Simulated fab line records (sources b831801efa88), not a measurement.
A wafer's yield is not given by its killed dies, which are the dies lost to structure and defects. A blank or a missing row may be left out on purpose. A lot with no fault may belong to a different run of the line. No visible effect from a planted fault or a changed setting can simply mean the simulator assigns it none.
Which tool is to blame? :: flow gf180mcu :: 12 lots, 36 wafers sampled, at 5 steps of a route of 602

## WHAT EACH GAUGE READ, for each wafer
GF_V2_THK_MEAS_01. Usual: V2_CVD_00_THK typically reads 600 nm, with standard deviation 5.8.
lot: L706
measured: day 19 15:36
on: film-metro-02
V2_CVD_00_THK (nm): 601 601 596
flag: 

lot: L707
measured: day 20 02:25
on: film-metro-02
V2_CVD_00_THK (nm): 602 601 606
flag: 

lot: L713
measured: day 22 10:16
on: film-metro-03
V2_CVD_00_THK (nm): 607 608 609
flag: 

lot: L714
measured: day 22 13:38
on: film-metro-03
V2_CVD_00_THK (nm): 599 606 606
flag: 

lot: L715
measured: day 23 08:49
on: film-metro-03
V2_CVD_00_THK (nm): 605 592 594
flag: 

lot: L718
measured: day 24 05:59
on: film-metro-01
V2_CVD_00_THK (nm): 601 606 605
flag: 

lot: L719
measured: day 24 17:48
on: film-metro-03
V2_CVD_00_THK (nm): 599 597 593
flag: 

lot: L721
measured: day 25 06:39
on: film-metro-02
V2_CVD_00_THK (nm): 602 592 604
flag: 

lot: L722
measured: day 25 08:55
on: film-metro-03
V2_CVD_00_THK (nm): 600 596 605
flag: 

lot: L724
measured: day 25 22:16
on: film-metro-01
V2_CVD_00_THK (nm): 597 597 593
flag: 

lot: L726
measured: day 26 13:26
on: film-metro-02
V2_CVD_00_THK (nm): 601 589 603
flag: 

lot: L728
measured: day 27 04:25
on: film-metro-01
V2_CVD_00_THK (nm): 603 596 598
flag: 

GF_V2_OVL_MEAS_15. Usual: V2_OVL typically reads 2 nm, with standard deviation 5.3.
lot: L706
measured: day 20 16:55
on: overlay-01
V2_OVL (nm): -3 -7 -6
flag: 

lot: L707
measured: day 21 03:55
on: overlay-02
V2_OVL (nm): -5 2 4
flag: 

lot: L713
measured: day 23 10:16
on: overlay-01
V2_OVL (nm): 0 5 2
flag: 

lot: L714
measured: day 23 13:02
on: overlay-01
V2_OVL (nm): 4 1 5
flag: 

lot: L715
measured: day 24 07:31
on: overlay-01
V2_OVL (nm): 11 9 10
flag: 

lot: L718
measured: day 25 03:41
on: overlay-01
V2_OVL (nm): 0 -3 -5
flag: 

lot: L719
measured: day 25 15:41
on: overlay-02
V2_OVL (nm): -1 -5 -6
flag: 

lot: L721
measured: day 26 04:34
on: overlay-02
V2_OVL (nm): -2 3 -2
flag: 

lot: L722
measured: day 26 06:52
on: overlay-01
V2_OVL (nm): 8 4 -1
flag: 

lot: L724
measured: day 26 19:54
on: overlay-01
V2_OVL (nm): 2 4 5
flag: 

lot: L726
measured: day 27 10:18
on: overlay-01
V2_OVL (nm): -2 6 0
flag: 

lot: L728
measured: day 28 01:23
on: overlay-01
V2_OVL (nm): 9 2 9
flag: 

GF_V2_RS_MEAS_24: the measuring method here is four-point-probe. Usual: V2_W_RS typically reads 0.330 ohm/sq, with standard deviation 0.0037.
lot: L706
measured: day 20 17:55
on: film-metro-03
V2_W_RS (ohm/sq): 0.335 0.333 0.335
flag: 

lot: L707
measured: day 21 04:54
on: film-metro-02
V2_W_RS (ohm/sq): 0.330 0.335 0.335
flag: 

lot: L713
measured: day 23 11:10
on: film-metro-01
V2_W_RS (ohm/sq): 43.536 44.071 43.723
flag: OFF

lot: L714
measured: day 23 13:57
on: film-metro-01
V2_W_RS (ohm/sq): 44.001 44.288 43.829
flag: OFF

lot: L715
measured: day 24 08:53
on: film-metro-02
V2_W_RS (ohm/sq): 44.013 44.089 44.046
flag: OFF

lot: L718
measured: day 25 04:41
on: film-metro-01
V2_W_RS (ohm/sq): 0.334 0.332 0.333
flag: 

lot: L719
measured: day 25 16:38
on: film-metro-02
V2_W_RS (ohm/sq): 0.332 0.332 0.334
flag: 

lot: L721
measured: day 26 05:32
on: film-metro-02
V2_W_RS (ohm/sq): 0.327 0.327 0.326
flag: 

lot: L722
measured: day 26 07:52
on: film-metro-03
V2_W_RS (ohm/sq): 0.333 0.333 0.331
flag: 

lot: L724
measured: day 26 20:49
on: film-metro-01
V2_W_RS (ohm/sq): 0.330 0.332 0.332
flag: 

lot: L726
measured: day 27 11:13
on: film-metro-01
V2_W_RS (ohm/sq): 0.326 0.325 0.323
flag: 

lot: L728
measured: day 28 02:22
on: film-metro-01
V2_W_RS (ohm/sq): 0.333 0.333 0.329
flag: 

GF_V2_THK_MEAS_25: measures by xrf. Usual: V2_W_THK typically reads 342 nm, with standard deviation 5.1.
lot: L706
measured: day 20 18:01
on: film-metro-03
V2_W_THK (nm): 339 343 340
flag: 

lot: L707
measured: day 21 05:01
on: film-metro-02
V2_W_THK (nm): 340 339 336
flag: 

lot: L713
measured: day 23 11:17
on: film-metro-01
V2_W_THK (nm): - <0 -
flag: OFF

lot: L714
measured: day 23 14:04
on: film-metro-01
V2_W_THK (nm): - <0 <0
flag: OFF

lot: L715
measured: day 24 08:59
on: film-metro-02
V2_W_THK (nm): <0 <0 <0
flag: OFF

lot: L718
measured: day 25 04:46
on: film-metro-01
V2_W_THK (nm): 336 337 337
flag: 

lot: L719
measured: day 25 16:45
on: film-metro-02
V2_W_THK (nm): 341 341 339
flag: 

lot: L721
measured: day 26 05:37
on: film-metro-02
V2_W_THK (nm): 343 344 347
flag: 

lot: L722
measured: day 26 07:57
on: film-metro-03
V2_W_THK (nm): 340 340 345
flag: 

lot: L724
measured: day 26 20:56
on: film-metro-01
V2_W_THK (nm): 338 338 337
flag: 

lot: L726
measured: day 27 11:20
on: film-metro-01
V2_W_THK (nm): 343 343 344
flag: 

lot: L728
measured: day 28 02:28
on: film-metro-01
V2_W_THK (nm): 335 336 338
flag: 

## WHICH TOOL RAN EACH LOT (tool, then ch and the chambers of the sampled wafers, then the start)
lot: L706
GF_V2_CVD_23: cvd-w-02 ch 0,1, day 20 17:47

lot: L707
GF_V2_CVD_23: cvd-w-02 ch 0,1, day 21 04:47

lot: L713
GF_V2_CVD_23: cvd-w-01 ch 0,1, day 23 11:03

lot: L714
GF_V2_CVD_23: cvd-w-02 ch 0,1, day 23 13:50

lot: L715
GF_V2_CVD_23: cvd-w-01 ch 0,1, day 24 08:46

lot: L718
GF_V2_CVD_23: cvd-w-01 ch 0,1, day 25 04:33

lot: L719
GF_V2_CVD_23: cvd-w-01 ch 0,1, day 25 16:31

lot: L721
GF_V2_CVD_23: cvd-w-02 ch 0,1, day 26 05:24

lot: L722
GF_V2_CVD_23: cvd-w-01 ch 0,1, day 26 07:43

lot: L724
GF_V2_CVD_23: cvd-w-01 ch 0,1, day 26 20:42

lot: L726
GF_V2_CVD_23: cvd-w-01 ch 0,1, day 27 11:05

lot: L728
GF_V2_CVD_23: cvd-w-01 ch 0,1, day 28 02:14
- GF_V2_CVD_23: deposits W, target thk 350 nm, time 104.94 s.

## AS READ BY THE TOOLS THEMSELVES (means over the sampled wafers that have a number; for cases with no such wafer, the mark the record gives instead)
GF_V2_CVD_23. Usual: chamber-pressure-Torr 40.01 Torr, standard deviation 0.082; heater-power-outer-w 554 W, standard deviation 94; heater-power-w 866 W, standard deviation 110.
lot: L706
tool: cvd-w-02
chamber-pressure-Torr (Torr): 39.99
heater-power-outer-w (W): 508
heater-power-w (W): 823
flag: 

lot: L707
tool: cvd-w-02
chamber-pressure-Torr (Torr): 39.95
heater-power-outer-w (W): 506
heater-power-w (W): 821
flag: 

lot: L713
tool: cvd-w-01
chamber-pressure-Torr (Torr): -
heater-power-outer-w (W): -
heater-power-w (W): -
flag: OFF

lot: L714
tool: cvd-w-02
chamber-pressure-Torr (Torr): -
heater-power-outer-w (W): -
heater-power-w (W): -
flag: OFF

lot: L715
tool: cvd-w-01
chamber-pressure-Torr (Torr): -
heater-power-outer-w (W): -
heater-power-w (W): -
flag: OFF

lot: L718
tool: cvd-w-01
chamber-pressure-Torr (Torr): 40.00
heater-power-outer-w (W): 622
heater-power-w (W): 943
flag: 

lot: L719
tool: cvd-w-01
chamber-pressure-Torr (Torr): 40.06
heater-power-outer-w (W): 542
heater-power-w (W): 838
flag: 

lot: L721
tool: cvd-w-02
chamber-pressure-Torr (Torr): 40.06
heater-power-outer-w (W): 512
heater-power-w (W): 828
flag: 

lot: L722
tool: cvd-w-01
chamber-pressure-Torr (Torr): 39.96
heater-power-outer-w (W): 547
heater-power-w (W): 841
flag: 

lot: L724
tool: cvd-w-01
chamber-pressure-Torr (Torr): 39.94
heater-power-outer-w (W): 550
heater-power-w (W): 850
flag: 

lot: L726
tool: cvd-w-01
chamber-pressure-Torr (Torr): 39.92
heater-power-outer-w (W): 626
heater-power-w (W): 935
flag: 

lot: L728
tool: cvd-w-01
chamber-pressure-Torr (Torr): 40.01
heater-power-outer-w (W): 637
heater-power-w (W): 950
flag: 

## THE ANSWER, worked out from the rows above alone
Rule: a lot is off if the mean of its wafers that have a number lies more than 3 standard deviations from the usual mean. Also off: a lot with no number at a reading for which 4 or more lots have one. All remaining lots with rows at the step are treated as sound. Order of review: gauges by route order, followed by the tools' own readings, for which a lot's mean as printed above is used. At the first step where some lot is off, the reading lying furthest off is the one used; lots without a number count as furthest.
Off: at GF_V2_RS_MEAS_24 (V2_W_RS), L713, L714, L715.
If a tool, at a process step before that reading, ran all the lots that are off and no sound lot after the first of them, it fits. Not tried: the gauges at GF_V2_RS_MEAS_24; whatever is off there is also off at GF_V2_CVD_23, on other tools, and gauge error can't account for it. No candidate that was tried fits.

## WHAT WAS PUT IN BY THE SIMULATOR
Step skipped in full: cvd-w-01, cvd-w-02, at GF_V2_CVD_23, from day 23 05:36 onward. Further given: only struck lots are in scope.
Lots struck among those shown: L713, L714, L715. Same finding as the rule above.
